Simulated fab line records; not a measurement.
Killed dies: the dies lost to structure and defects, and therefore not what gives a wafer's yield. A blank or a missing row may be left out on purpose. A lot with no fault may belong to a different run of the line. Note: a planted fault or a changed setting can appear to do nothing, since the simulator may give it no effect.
fab line records ; flow gf180mcu
[record] lots = 14; wafers = 42; last-day = 34
route steps=602 shown VT_IMPLANT@131 LVPWELL@138 HV_LDD@226 V1@350
lots that met no fault: from a run of the same line without faults
start-h: hours from the record's opening day to when the first of the lot's shown wafers began ; wait-h: time in hours since the lot's previous step ; " repeats the value in the row above ; L1.1+2: a row that stands for several wafers ; - no value present, or no start provided ; * or withheld: withheld ; < > ~ a bound
route shown NAME@n: a module of which the file shows steps, and the number in the route of the first ; usual: mean/standard deviation of fault-free wafers ; same: alike in all rows ; chamber/n: place in a boat ; sites: readings site by site ; _std_site: standard deviation of those values ; _edge_site: mean of outer sites minus mean of inner sites ; radius-mm: for every site, how far away it sits from the centre of the wafer ; mask NAME#n: copy n ; behind: the most recent tool/chamber to have shaped the wafer ; hold: why the lot was held/for how many hours/how that ended ; device: the n, p or np transistor that did not switch ; end of line: tests run on the same wafers once the route is complete ; where a step has no rows: the recipe by itself ; killed: count of dies lost to structure and defects at first sort (not the wafer's yield) ; map: per-die view of a wafer (x killed, . not killed, _ where there is no die)
set.NAME: setting as actually run; set.NAME@STEP: the setting as run at that earlier step ; model.NAME: the simulator's own value behind a step, which no gauge read
route steps across a sampled set of lots; one table per step, one row per wafer
services: from which hour (start-h, from the record's first day; less than 0 if before it) a tool's chamber was out of use, for how many hours, and why
[[steps]]
[step GF_VT_IMPLANT_IMPLANT_41]
[recipe] species = As; energy-kev = 70; dose-cm2 = 1.013e+12; tilt-deg = 7
[usual] beam-energy-keV = 69.998/0.023
lot.wafer;tool;chamber;start-h;wait-h;beam-energy-keV
L310.1;implanter-03;0;154.62;0.0;70.010
L310.4;implanter-03;0;154.62;0.0;70.039
L310.6;implanter-03;0;154.62;0.0;70.012
L311.2;implanter-01;0;162.11;0.0;70.024
L311.5;implanter-01;0;162.11;0.0;69.999
L311.6;implanter-01;0;162.11;0.0;69.998
L312.2;implanter-04;0;169.19;0.0;69.976
L312.3;implanter-04;0;169.19;0.0;70.000
L312.4;implanter-04;0;169.19;0.0;70.058
L314.2;implanter-03;0;184.19;0.0;69.989
L314.3;implanter-03;0;184.19;0.0;69.985
L314.6;implanter-03;0;184.19;0.0;69.996
L315.2;implanter-04;0;186.54;0.0;86.091
L315.5;implanter-04;0;186.54;0.0;86.123
L315.6;implanter-04;0;186.54;0.0;86.116
L316.1;implanter-01;0;192.19;0.0;69.991
L316.4;implanter-01;0;192.19;0.0;69.991
L316.6;implanter-01;0;192.19;0.0;69.976
L317.1;implanter-04;0;200.32;0.0;86.130
L317.5;implanter-04;0;200.32;0.0;86.112
L317.6;implanter-04;0;200.32;0.0;86.103
L322.2;implanter-03;0;232.54;0.0;70.015
L322.3;implanter-03;0;232.54;0.0;70.019
L322.4;implanter-03;0;232.54;0.0;70.009
L324.2;implanter-01;0;244.94;0.0;69.997
L324.3;implanter-01;0;244.94;0.0;69.996
L324.4;implanter-01;0;244.94;0.0;69.995
L325.1;implanter-01;0;250.86;0.0;69.989
L325.2;implanter-01;0;250.86;0.0;70.005
L325.3;implanter-01;0;250.86;0.0;70.025
L327.1;implanter-04;0;269.64;0.0;69.973
L327.3;implanter-04;0;269.64;0.0;69.985
L327.4;implanter-04;0;269.64;0.0;69.953
L329.2;implanter-04;0;283.71;0.1;69.994
L329.3;implanter-04;0;283.71;0.1;70.002
L329.4;implanter-04;0;283.71;0.1;69.970
L330.1;implanter-04;0;297.19;0.0;70.017
L330.2;implanter-04;0;297.19;0.0;70.034
L330.3;implanter-04;0;297.19;0.0;69.988
L331.1;implanter-04;0;311.44;0.0;69.986
L331.3;implanter-04;0;311.44;0.0;70.020
L331.5;implanter-04;0;311.44;0.0;70.002
[step GF_VT_IMPLANT_TW_MEAS_43]
[usual] VT_IMPLANT_4_TW = 691/6.1
lot.wafer;tool;chamber;start-h;wait-h;VT_IMPLANT_4_TW
L310.1;film-metro-02;-;154.87;0.1;685
L310.4;film-metro-02;-;154.87;0.1;686
L310.6;film-metro-02;-;154.87;0.1;687
L311.2;film-metro-02;-;162.35;0.1;684
L311.5;film-metro-02;-;162.35;0.1;684
L311.6;film-metro-02;-;162.35;0.1;685
L312.2;film-metro-02;-;169.42;0.1;684
L312.3;film-metro-02;-;169.42;0.1;686
L312.4;film-metro-02;-;169.42;0.1;688
L314.2;film-metro-03;-;184.42;0.1;692
L314.3;film-metro-03;-;184.42;0.1;693
L314.6;film-metro-03;-;184.42;0.1;693
L315.2;film-metro-03;-;186.78;0.1;738
L315.5;film-metro-03;-;186.78;0.1;734
L315.6;film-metro-03;-;186.78;0.1;736
L316.1;film-metro-03;-;192.44;0.1;698
L316.4;film-metro-03;-;192.44;0.1;700
L316.6;film-metro-03;-;192.44;0.1;703
L317.1;film-metro-02;-;200.57;0.1;730
L317.5;film-metro-02;-;200.57;0.1;733
L317.6;film-metro-02;-;200.57;0.1;732
L322.2;film-metro-02;-;232.78;0.1;693
L322.3;film-metro-02;-;232.78;0.1;691
L322.4;film-metro-02;-;232.78;0.1;691
L324.2;film-metro-03;-;245.18;0.1;699
L324.3;film-metro-03;-;245.18;0.1;693
L324.4;film-metro-03;-;245.18;0.1;695
L325.1;film-metro-02;-;251.11;0.1;687
L325.2;film-metro-02;-;251.11;0.1;689
L325.3;film-metro-02;-;251.11;0.1;685
L327.1;film-metro-02;-;269.89;0.1;689
L327.3;film-metro-02;-;269.89;0.1;688
L327.4;film-metro-02;-;269.89;0.1;691
L329.2;film-metro-02;-;284.07;0.1;688
L329.3;film-metro-02;-;284.07;0.1;692
L329.4;film-metro-02;-;284.07;0.1;693
L330.1;film-metro-03;-;297.44;0.1;701
L330.2;film-metro-03;-;297.44;0.1;702
L330.3;film-metro-03;-;297.44;0.1;700
L331.1;film-metro-01;-;311.69;0.1;680
L331.3;film-metro-01;-;311.69;0.1;684
L331.5;film-metro-01;-;311.69;0.1;681
[step GF_VT_IMPLANT_RS_MEAS_48]
[recipe] thk-meas-gauge = four-point-probe
[usual] LVPWELL_RS = 1199.0/2.6
lot.wafer;tool;chamber;start-h;wait-h;LVPWELL_RS[ohm/sq]
L310.1;film-metro-03;-;155.32;0.1;1201.3
L310.4;film-metro-03;-;155.32;0.1;1198.3
L310.6;film-metro-03;-;155.32;0.1;1201.0
L311.2;film-metro-03;-;162.81;0.1;1198.8
L311.5;film-metro-03;-;162.81;0.1;1201.9
L311.6;film-metro-03;-;162.81;0.1;1199.7
L312.2;film-metro-03;-;169.89;0.1;1200.5
L312.3;film-metro-03;-;169.89;0.1;1198.8
L312.4;film-metro-03;-;169.89;0.1;1197.8
L314.2;film-metro-04;-;184.88;0.1;1201.3
L314.3;film-metro-04;-;184.88;0.1;1201.7
L314.6;film-metro-04;-;184.88;0.1;1202.2
L315.2;film-metro-03;-;187.24;0.1;1197.9
L315.5;film-metro-03;-;187.24;0.1;1199.1
L315.6;film-metro-03;-;187.24;0.1;1200.5
L316.1;film-metro-04;-;192.89;0.1;1198.3
L316.4;film-metro-04;-;192.89;0.1;1198.8
L316.6;film-metro-04;-;192.89;0.1;1195.6
L317.1;film-metro-03;-;201.02;0.1;1200.3
L317.5;film-metro-03;-;201.02;0.1;1203.2
L317.6;film-metro-03;-;201.02;0.1;1200.6
L322.2;film-metro-04;-;233.39;0.1;1200.1
L322.3;film-metro-04;-;233.39;0.1;1195.5
L322.4;film-metro-04;-;233.39;0.1;1197.8
L324.2;film-metro-01;-;245.64;0.1;1195.6
L324.3;film-metro-01;-;245.64;0.1;1196.0
L324.4;film-metro-01;-;245.64;0.1;1200.8
L325.1;film-metro-04;-;251.56;0.1;1200.6
L325.2;film-metro-04;-;251.56;0.1;1199.0
L325.3;film-metro-04;-;251.56;0.1;1200.5
L327.1;film-metro-01;-;270.34;0.1;1201.8
L327.3;film-metro-01;-;270.34;0.1;1202.8
L327.4;film-metro-01;-;270.34;0.1;1205.6
L329.2;film-metro-04;-;284.58;0.1;1202.4
L329.3;film-metro-04;-;284.58;0.1;1200.5
L329.4;film-metro-04;-;284.58;0.1;1200.4
L330.1;film-metro-03;-;297.89;0.1;1199.7
L330.2;film-metro-03;-;297.89;0.1;1198.9
L330.3;film-metro-03;-;297.89;0.1;1198.4
L331.1;film-metro-04;-;312.14;0.1;1195.1
L331.3;film-metro-04;-;312.14;0.1;1193.9
L331.5;film-metro-04;-;312.14;0.1;1195.0
[step GF_HV_LDD_TW_MEAS_50]
[usual] HV_LDD_4_TW = 570/5.2
lot.wafer;tool;chamber;start-h;wait-h;HV_LDD_4_TW
L310.1;film-metro-01;-;269.68;0.1;569
L310.4;film-metro-01;-;269.68;0.1;569
L310.6;film-metro-01;-;269.68;0.1;568
L311.2;film-metro-04;-;282.27;0.1;569
L311.5;film-metro-04;-;282.27;0.1;572
L311.6;film-metro-04;-;282.27;0.1;569
L312.2;film-metro-03;-;291.74;0.1;576
L312.3;film-metro-03;-;291.74;0.1;579
L312.4;film-metro-03;-;291.74;0.1;576
L314.2;film-metro-04;-;308.67;0.1;567
L314.3;film-metro-04;-;308.67;0.1;567
L314.6;film-metro-04;-;308.67;0.1;568
L315.2;film-metro-04;-;309.03;0.1;570
L315.5;film-metro-04;-;309.03;0.1;569
L315.6;film-metro-04;-;309.03;0.1;569
L316.1;film-metro-03;-;317.73;0.1;579
L316.4;film-metro-03;-;317.73;0.1;573
L316.6;film-metro-03;-;317.73;0.1;576
L317.1;film-metro-04;-;323.76;0.1;568
L317.5;film-metro-04;-;323.76;0.1;568
L317.6;film-metro-04;-;323.76;0.1;567
L322.2;film-metro-04;-;365.29;0.1;566
L322.3;film-metro-04;-;365.29;0.1;565
L322.4;film-metro-04;-;365.29;0.1;569
L324.2;film-metro-01;-;381.27;0.1;563
L324.3;film-metro-01;-;381.27;0.1;564
L324.4;film-metro-01;-;381.27;0.1;563
L325.1;film-metro-04;-;387.58;0.1;563
L325.2;film-metro-04;-;387.58;0.1;562
L325.3;film-metro-04;-;387.58;0.1;561
L327.1;film-metro-03;-;409.70;0.1;577
L327.3;film-metro-03;-;409.70;0.1;578
L327.4;film-metro-03;-;409.70;0.1;579
L329.2;film-metro-03;-;424.44;0.1;577
L329.3;film-metro-03;-;424.44;0.1;580
L329.4;film-metro-03;-;424.44;0.1;577
L330.1;film-metro-04;-;442.53;0.1;567
L330.2;film-metro-04;-;442.53;0.1;567
L330.3;film-metro-04;-;442.53;0.1;565
L331.1;film-metro-01;-;458.33;0.1;566
L331.3;film-metro-01;-;458.33;0.1;564
L331.5;film-metro-01;-;458.33;0.1;562
[step GF_V1_OVL_MEAS_15]
[usual] V1_OVL = 0/4.9
lot.wafer;tool;chamber;start-h;wait-h;V1_OVL[nm]
L310.1;overlay-02;-;415.14;0.1;2
L310.4;overlay-02;-;415.14;0.1;-5
L310.6;overlay-02;-;415.14;0.1;2
L311.2;overlay-02;-;422.95;0.1;-6
L311.5;overlay-02;-;422.95;0.1;-7
L311.6;overlay-02;-;422.95;0.1;-5
L312.2;overlay-01;-;434.15;0.1;1
L312.3;overlay-01;-;434.15;0.1;-2
L312.4;overlay-01;-;434.15;0.1;3
L314.2;overlay-01;-;452.20;0.1;4
L314.3;overlay-01;-;452.20;0.1;2
L314.6;overlay-01;-;452.20;0.1;7
L315.2;overlay-02;-;454.00;0.1;-3
L315.5;overlay-02;-;454.00;0.1;-5
L315.6;overlay-02;-;454.00;0.1;3
L316.1;overlay-01;-;462.54;0.1;8
L316.4;overlay-01;-;462.54;0.1;0
L316.6;overlay-01;-;462.54;0.1;3
L317.1;overlay-02;-;468.54;0.1;0
L317.5;overlay-02;-;468.54;0.1;-8
L317.6;overlay-02;-;468.54;0.1;-5
L322.2;overlay-02;-;514.85;0.1;-7
L322.3;overlay-02;-;514.85;0.1;-6
L322.4;overlay-02;-;514.85;0.1;-7
L324.2;overlay-01;-;529.10;0.1;7
L324.3;overlay-01;-;529.10;0.1;-1
L324.4;overlay-01;-;529.10;0.1;-4
L325.1;overlay-01;-;536.64;0.1;0
L325.2;overlay-01;-;536.64;0.1;-7
L325.3;overlay-01;-;536.64;0.1;-4
L327.1;overlay-02;-;557.09;0.1;5
L327.3;overlay-02;-;557.09;0.1;3
L327.4;overlay-02;-;557.09;0.1;4
L329.2;overlay-01;-;571.85;0.1;2
L329.3;overlay-01;-;571.85;0.1;10
L329.4;overlay-01;-;571.85;0.1;5
L330.1;overlay-01;-;589.09;0.1;3
L330.2;overlay-01;-;589.09;0.1;-3
L330.3;overlay-01;-;589.09;0.1;-4
L331.1;overlay-01;-;602.54;0.1;-2
L331.3;overlay-01;-;602.54;0.1;-9
L331.5;overlay-01;-;602.54;0.1;-6
[[services]]
tool;chamber;start-h;hours;kind
implanter-01;-;144.00;2.3;repair
implanter-04;-;147.03;0.9;repair
implanter-03;-;150.57;1.6;repair
implanter-04;-;168.37;0.6;repair
implanter-01;-;199.98;1.9;repair
implanter-04;-;203.96;19.7;repair
implanter-03;-;222.71;3.8;pm
implanter-04;-;231.10;3.6;pm
implanter-04;-;248.43;2.9;repair
implanter-01;-;256.74;3.6;pm
implanter-01;-;310.39;3.8;repair
[[key]]
[first-sign] step = GF_VT_IMPLANT_IMPLANT_41; reading = beam-energy-keV; direction = up; sigmas = 99+; usual = 69.998; struck = 86.113
[effect] step = GF_VT_IMPLANT_TW_MEAS_43; reading = VT_IMPLANT_4_TW; direction = up; sigmas = 7; usual = 691; struck = 734
met-at GF_VT_IMPLANT_IMPLANT_41
struck-lots L315,L317
tester-left-out L315,L317
not-acting-at GF_VT_IMPLANT_RS_MEAS_48,GF_HV_LDD_TW_MEAS_50,GF_V1_OVL_MEAS_15
onset-between 169.19 186.54
[fault] kind = process-parameter-drift; tool = implanter-04; chamber = -; onset-h = 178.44; steps = GF_VT_IMPLANT_IMPLANT_41; channel = energy-kev; offset = 16.101; shape = step; end-h = 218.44; acts-in = these-recipes-only; stated = 70
// tester-left-out: of these lots the tester's yield and bins aren't shown, on N5 and GAA mostly nor the transistor test; their killed dies are dies lost to structure and defects alone, not to doping, threshold or leakage, so they don't give the yield
